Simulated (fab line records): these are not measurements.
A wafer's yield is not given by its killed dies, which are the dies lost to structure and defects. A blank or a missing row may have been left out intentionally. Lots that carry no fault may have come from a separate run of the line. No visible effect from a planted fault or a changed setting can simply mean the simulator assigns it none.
One fault seen from 2 desks || flow gf180mcu || each desk has only its own numbers; what lay behind them comes last

FROM THE METROLOGY DESK
Means of the sampled wafers that have a number, per lot and without regard to the tool the lot ran on: this is what the gauges read. The brackets show how far a lot's mean lies from the usual mean; more than 4 standard deviations puts the lot out of limits, marked OUT.
Columns: A = V3_BOW at GF_V3_BOW_MEAS_05, usual 118 um; B = V4_CVD_02_THK at GF_V4_THK_MEAS_03, usual 851 nm; C = V4_BOW at GF_V4_BOW_MEAS_05, usual 138 um
{"lot": "L170", "first seen here": "day 21 08:41", "A": 118, "B": 852, "C": 138}
{"lot": "L172", "first seen here": "day 22 01:50", "A": 113, "B": 849, "C": 138}
{"lot": "L173", "first seen here": "day 22 15:20", "A": 115, "B": 848, "C": 139}
{"lot": "L175", "first seen here": "day 23 08:29", "A": 126, "B": 858, "C": 149}
{"lot": "L176", "first seen here": "day 23 13:44", "A": 119, "B": 865, "C": 139}
{"lot": "L177", "first seen here": "day 24 00:09", "A": 118, "B": 860, "C": 135}
{"lot": "L178", "first seen here": "day 24 08:52", "A": 132, "B": 843, "C": 151}
{"lot": "L179", "first seen here": "day 24 22:58", "A": 119, "B": 861, "C": 142}
{"lot": "L181", "first seen here": "day 25 13:00", "A": 114, "B": 845, "C": 131}
{"lot": "L188", "first seen here": "day 27 13:23", "A": 124, "B": "789 (-5.2) OUT", "C": 144}
{"lot": "L191", "first seen here": "day 28 09:22", "A": 119, "B": 831, "C": 137}
{"lot": "L193", "first seen here": "day 29 01:41", "A": 121, "B": 841, "C": 141}
Finding of this desk: L188 out of limits, first seen on L188 at day 29 07:39 (V4_CVD_02_THK at GF_V4_THK_MEAS_03). L170, L172, L173, L175, L176, L177, L178, L179, L181, L191, L193 stayed within limits.

FOR THE TOOL OWNER'S DESK: pecvd-01
The tool's own readings at GF_V4_CVD_02 (deposits SiO2 from TEOS, target thk 850 nm, time 94.851 s): means of the sampled wafers that have a number, for each lot that ran on this tool. The brackets show how far a lot's mean lies from the usual mean; more than 4 standard deviations puts the lot out of limits, marked OUT.
Columns: A = heater_power_w at GF_V4_CVD_02, usual 621 W
{"lot": "L176", "first seen here": "day 25 12:46", "A": 579}
{"lot": "L177", "first seen here": "day 25 23:20", "A": 594}
{"lot": "L188", "first seen here": "day 29 07:35", "A": 614}
Result from this desk: across the 3 lots, nothing is out of limits.

PUT TOGETHER
Metrology desk: alarm possible at day 29 07:39 on L188.
Nothing out of limits was seen by the tool owner's desk.
On record at the tool owner's desk: L188, within its limits.
All the named lots went through GF_V4_CVD_02 on pecvd-01.

WHAT THE SIMULATOR HAD INSERTED
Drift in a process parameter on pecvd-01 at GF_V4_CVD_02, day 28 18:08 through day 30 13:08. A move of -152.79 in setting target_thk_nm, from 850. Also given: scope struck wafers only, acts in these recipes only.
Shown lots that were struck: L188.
Per desk, hours elapsed from the start of the fault to the first reading out of limits: for the metrology desk, 14.
